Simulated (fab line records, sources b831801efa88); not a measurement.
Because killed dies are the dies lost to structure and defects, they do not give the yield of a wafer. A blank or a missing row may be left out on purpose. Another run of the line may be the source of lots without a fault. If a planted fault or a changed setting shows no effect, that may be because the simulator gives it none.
Struck lot and sound lot, side by side -- flow sky130 -- 15 out of 708 route steps
Sound: wafers L190.1, L190.3, L190.4. Struck: wafers L189.2, L189.4, L189.6. At the end, the cause is stated.
Per side, at each step with rows, come the tool, then ch with its chambers, and then its first start. Under that, the readings that differ: sound wafers -- struck wafers -- difference of the means -- sigmas: that difference in standard deviations of wafers without a fault.
alike: words and numbers the same on both sides, and readings whose means are apart by under 2 such deviations; not compared: readings that were withheld, readings missing a value for some wafer, numbers with overlapping values and no deviation given by the record, and bounds like >300 which may hide the same value.
Wherever a step has rows on one side only, a row that says differs or no value, or a row with sigmas, the two part there. Non-overlapping numbers with no deviation appear without sigmas and do not part them. A reading that every wafer of one side lacks parts them only if that side has two wafers or more.

SKY_SPACER_ETCHBACK_02: etches Si3N4 in CH3F/O2, stops on SiO2, time 46.7 s, target depth 45 nm.
  sound on rie_diel-01 ch 0,2,3, day 30 15:19; struck on rie_diel-04 ch 0,3, day 30 11:42
  alike: chamber_pressure_mTorr, drypump_motor_current_A, oes_product_au, throttle_valve_pct
  not compared: rf_hours_counter_h
then, 8 steps without rows for these wafers: SKY_POLY_CUT_DEHYDRATE_00 (time 60 s); SKY_POLY_CUT_HMDS_01 (prime time 60 s); SKY_POLY_CUT_COAT_02 (resist thk 60 nm); SKY_POLY_CUT_COAT_03 (resist thk 450 nm); SKY_POLY_CUT_SOFTBAKE_04 (time 90 s); SKY_POLY_CUT_EXPOSE_05 (exposes mask NPCM, target cd 270 nm); SKY_POLY_CUT_PEB_06; SKY_POLY_CUT_DEVELOP_07 (develop time 60 s).
SKY_POLY_CUT_CD_MEAS_08 targets a cd of 270 nm.
  sound on cd_sem-02, day 31 19:01; struck on cd_sem-01, day 31 15:58
reading,sound,struck,difference,sigmas
cd_nm (nm),271.4 270.8 270.9,266.3 265.9 267.4,-4.5,-3
SKY_POLY_CUT_OVL_MEAS_09:
  sound on overlay-01, day 31 19:08; struck on overlay-02, day 31 16:04
  alike: POLY_CUT_OVL
SKY_POLY_CUT_ETCH_10: etches BARC in N2/H2, stops on SiO2, time 45.9 s, target depth 60 nm.
  sound on rie_diel-04 ch 0,2,3, day 31 19:10; struck on rie_diel-01 ch 0,2,3, day 31 16:06
reading,sound,struck,difference,sigmas
oes_product_au (a.u.),0.866 0.861 0.862,0.846 0.861 0.848,-0.011,-2
  alike: bias_w, chamber_pressure_mTorr, drypump_motor_current_A, h2_flow_sccm, throttle_valve_pct
  not compared: rf_hours_counter_h
SKY_POLY_CUT_ETCH_11: etches Si3N4 in CF4/CH2F2/Ar, stops on poly-Si, time 42.5 s, target depth 60 nm.
  sound on rie_diel-04 ch 0,2,3, day 31 19:12; struck on rie_diel-01 ch 0,2,3, day 31 16:08
  no value came back on the struck wafers for any of 9 readings (bias_w (W), cf4_flow_sccm (sccm) and others); on the sound wafers bias_w (W) reads 150.6 150.3 150.5
SKY_POLY_CUT_STRIP_12: strips in O2/N2.
  sound on plasma_asher-01 ch 0,1, day 31 19:20; struck on plasma_asher-01 ch 0, day 31 16:11
  alike: chamber_pressure_mTorr, drypump_motor_current_A, oes_product_au, strip_time_to_endpoint_s
  not compared: rf_hours_counter_h
-- here the record skips 19 days between the struck wafers' starts before and after, leaving off in module POLY_CUT and picking up in module PAD_OPEN (first step shown: number 708 of the route) --
SKY_PAD_OPEN_PROBE_99:
  the record has rows for the struck wafers here (prober-02, day 50 19:10) and none for the sound ones

== WHERE THEY PART ==
Earliest at SKY_POLY_CUT_CD_MEAS_08; latest, in this record, at SKY_PAD_OPEN_PROBE_99.

WHY: the cause the simulator had injected
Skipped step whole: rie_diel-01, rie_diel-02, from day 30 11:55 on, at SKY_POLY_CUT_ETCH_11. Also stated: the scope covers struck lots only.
